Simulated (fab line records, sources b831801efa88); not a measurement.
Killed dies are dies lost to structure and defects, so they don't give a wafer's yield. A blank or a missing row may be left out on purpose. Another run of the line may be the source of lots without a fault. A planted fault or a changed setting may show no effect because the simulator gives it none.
Matching of chambers :: flow sky130 :: pecvd-03 running SKY_PASSIVATION_CVD_02: 3 sister chambers
The step deposits Si3N4, target thk 540 nm. 3 wafers are shown with their chamber, then 7 later ones without.

== WAFERS, EACH WITH ITS CHAMBER ==
wafer: L823.1
chamber: 1
heater_power_w (W): 769

wafer: L824.1
chamber: 0
heater_power_w (W): 691

wafer: L824.5
chamber: 2
heater_power_w (W): 890

== WAFERS WHOSE CHAMBER IS MISSING ==
wafer: L824.6
heater_power_w (W): 720

wafer: L833.3
heater_power_w (W): 807

wafer: L833.5
heater_power_w (W): 794

wafer: L833.6
heater_power_w (W): 816

wafer: L835.1
heater_power_w (W): 893

wafer: L835.2
heater_power_w (W): 666

wafer: L835.4
heater_power_w (W): 710

== EACH ONE'S CHAMBER ==
wafer: L824.6
from the rows above: can't be placed: 0 or 1
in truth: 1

wafer: L833.3
from the rows above: can't be placed: 1 or 2
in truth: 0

wafer: L833.5
from the rows above: 1
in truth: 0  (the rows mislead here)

wafer: L833.6
from the rows above: can't be placed: 1 or 2
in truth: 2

wafer: L835.1
from the rows above: 2
in truth: 2

wafer: L835.2
from the rows above: 0
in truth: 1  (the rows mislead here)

wafer: L835.4
from the rows above: can't be placed: 0 or 1
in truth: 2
Placed correctly: 1 of 7. Can't be placed from these rows: 4 (the true chamber is among the candidates in 2). Number placed wrongly: 2.
How it was worked out, from the rows above alone: a wafer's distance from a chamber is the root of the sum, over the readings, of the square of ((its reading less the chamber's mean) divided by the reading's scatter). If the next closest chamber is less than 2 further off than the closest, the wafer can't be placed; otherwise it belongs to the closest. A chamber's mean is the mean of its shown wafers. The scatter (one wafer shown for each chamber): square how far every hidden wafer sits from the nearest shown wafer, average those squares and take the square root.
